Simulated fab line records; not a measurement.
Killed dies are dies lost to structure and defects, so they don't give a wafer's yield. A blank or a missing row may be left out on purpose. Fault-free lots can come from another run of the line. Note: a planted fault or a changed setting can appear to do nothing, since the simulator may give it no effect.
Struck lot and sound lot, side by side    flow sfqLine    14 steps out of a route of 325
Sound: wafers L564.1, L564.2, L564.3. Wafers struck: L558.1, L558.5, L558.6. The cause comes at the end.
Each step with rows lists, per side, the tool, then ch with its chambers, then its first start. Under that, the readings that differ: sound wafers    struck wafers    difference of the means    sigmas: that difference in standard deviations of wafers without a fault.
alike: readings with means less than 2 such deviations apart, plus words and numbers identical on both sides. not compared: withheld readings, readings lacking a value on some wafer, bounds such as >300 that could conceal the same value, and numbers that have no deviation in the record and whose values overlap.
Wherever a step has rows on one side only, a row that says differs or no value, or a row with sigmas, the two part there. Non-overlapping numbers with no deviation appear without sigmas and do not part them. A reading that every wafer of one side lacks parts them only if that side has two wafers or more.

first, 3 steps without rows for these wafers: SFQ_TRILAYER_I7_VIA_LITHO_EXPOSE_188 (exposes mask I7, target cd 1000 nm); SFQ_TRILAYER_I7_VIA_LITHO_PEB_190 (peb time 60 s); SFQ_TRILAYER_I7_VIA_LITHO_DEVELOP_189 (time 60 s).
SFQ_I7_OVL_MEAS_947:
  struck on overlay-01, day 73 13:02; sound on overlay-02, day 74 11:08
  alike: I7_OVL
SFQ_TRILAYER_I7_VIA_BARC_OPEN_VIA_ETCH_260: etches BARC in O2, target depth 125 nm, time 41.7 s.
  sound on rieDiel-02 ch 1,2,3, day 74 11:10; struck on rieDiel-02 ch 0,2,3, day 73 13:05
  alike: drypumpMotorCurrentA, oesProductAu, rfFwdPowerW
  not compared: rfHoursCounterH
SFQ_TRILAYER_I7_VIA_ETCH_VIA_ETCH_190: etches SiO2 in CHF3, stops on Nb, target depth 260 nm.
  sound on rieDiel-02 ch 1,2,3, day 74 11:13; struck on rieDiel-02 ch 0,2,3, day 73 13:07
  alike: drypumpMotorCurrentA, oesProductAu, rfFwdPowerW
SFQ_TRILAYER_I7_VIA_STRIP_STRIP_191: strips in O2.
  sound on rieMetal-02 ch 0,1, day 74 11:19; struck on rieMetal-03 ch 0,1, day 73 13:14
  alike: drypumpMotorCurrentA, oesProductAu
  not compared: rfHoursCounterH
then, 5 steps without rows for these wafers: SFQ_TRILAYER_I7_VIA_STRIP_SOLV_CLEAN_192 (cleans in NMP, time 600 s); SFQ_TRILAYER_M8_LITHO_LOR_COAT_197; SFQ_TRILAYER_M8_LITHO_LOR_BAKE_198; SFQ_TRILAYER_M8_LITHO_COAT_193 (resist thk 600 nm); SFQ_TRILAYER_M8_LITHO_SOFTBAKE_199.
SFQ_TRILAYER_M8_LITHO_EXPOSE_194: exposes mask M8, target cd 2000 nm.
  struck on krfScanner-02, day 73 21:41; sound on krfScanner-01 ch 0, day 77 10:16
  no value came back on the struck wafers for exposureDoseMJCm2, focusOffsetNm (nm), sigmaOuter, stageVelMmS (mm/s); on the sound wafers exposureDoseMJCm2 reads 14.387 14.379 14.401
  alike: mask
then, 1 step without rows for these wafers: SFQ_TRILAYER_M8_LITHO_PEB_196 (peb time 60 s).

== WHERE THEY PART ==
Within this record, at SFQ_TRILAYER_M8_LITHO_EXPOSE_194 only.

WHY: the cause the simulator had injected
Whole step skipped at SFQ_TRILAYER_M8_LITHO_EXPOSE_194 on krfScanner-02, starting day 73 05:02. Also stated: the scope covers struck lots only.
